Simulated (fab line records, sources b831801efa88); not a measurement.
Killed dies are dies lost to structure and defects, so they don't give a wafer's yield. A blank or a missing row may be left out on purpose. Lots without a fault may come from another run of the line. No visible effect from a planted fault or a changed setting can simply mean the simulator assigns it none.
The same fault as seen by 2 desks / flow gf180mcu / each desk has only its own numbers; what lay behind them comes last

THE METROLOGY DESK
What the gauges read for every lot (on any tool): the sampled wafers with a number, averaged. The brackets show how far a lot's mean lies from the usual mean; more than 4 standard deviations puts the lot out of limits, marked OUT.
Columns: A = MIM_ALCU_RS at GF_MIM_RS_MEAS_10, usual 0.1596 ohm/sq; B = MIM_ALCU_THK at GF_MIM_THK_MEAS_11, usual 201.1 nm; C = cd nm at GF_M5_CD_MEAS_07, usual 280.0 nm; D = M5_OVL at GF_M5_OVL_MEAS_08, usual -7 nm; E = V5_CVD_00_THK at GF_V5_THK_MEAS_01, usual 300.4 nm; F = V5_CVD_02_THK at GF_V5_THK_MEAS_03, usual 1456 nm; G = V5_BOW at GF_V5_BOW_MEAS_05, usual 132 um
lot=L281; first seen here=day 24 21:33; A=0.1623; B=197.9; C=280.4; D=-10; E=297.2; F=1425; G=139
lot=L289; first seen here=day 28 13:39; A=0.1600; B=200.6; C=282.9; D=-6; E=300.9; F=1479; G=133
lot=L290; first seen here=day 28 21:28; A=0.1607; B=199.0; C=279.8; D=-12; E=298.8; F=1422; G=130
lot=L296; first seen here=day 29 22:01; A=0.1589; B=201.6; C=280.4; D=-3; E=299.3; F=1422; G=114
lot=L299; first seen here=day 30 13:10; A=0.1603; B=202.3; C=279.5; D=-8; E=297.9; F=1473; G=122
lot=L302; first seen here=day 31 07:47; A=0.1571; B=202.7; C=279.6; D=-14; E=301.3; F=1464; G=150
Finding of this desk: none of the 6 lots has anything out of limits.

TOOL OWNER'S DESK, rie metal-03
The tool's own readings at GF_MIM_METAL_ETCH_19 (etches the open film in Cl2/BCl3, stops on Si3N4, target depth 324.5 nm, time 54.1 s): means of the sampled wafers that have a number, for each lot that ran on this tool. The brackets show how far a lot's mean lies from the usual mean; more than 4 standard deviations puts the lot out of limits, marked OUT.
Columns: A = bcl3 flow sccm at GF_MIM_METAL_ETCH_19, usual 40.00 sccm; B = drypump motor current A at GF_MIM_METAL_ETCH_19, usual 5.7 A; C = oes product au at GF_MIM_METAL_ETCH_19, usual 0.943 a.u.; D = throttle valve pct at GF_MIM_METAL_ETCH_19, usual 28.282 %
lot=L289; first seen here=day 29 08:34; A=39.98; B=6.5; C=0.945; D=28.276
lot=L299; first seen here=day 31 06:29; A=39.96; B=6.1; C=0.937; D=28.290
lot=L302; first seen here=day 32 01:16; A=40.03; B=6.2; C=0.944; D=28.279
Finding of this desk: none of the 3 lots has anything out of limits.

PUT TOGETHER
The metrology desk saw nothing out of limits.
The tool owner's desk saw nothing out of limits.

WHAT WAS PUT IN BY THE SIMULATOR
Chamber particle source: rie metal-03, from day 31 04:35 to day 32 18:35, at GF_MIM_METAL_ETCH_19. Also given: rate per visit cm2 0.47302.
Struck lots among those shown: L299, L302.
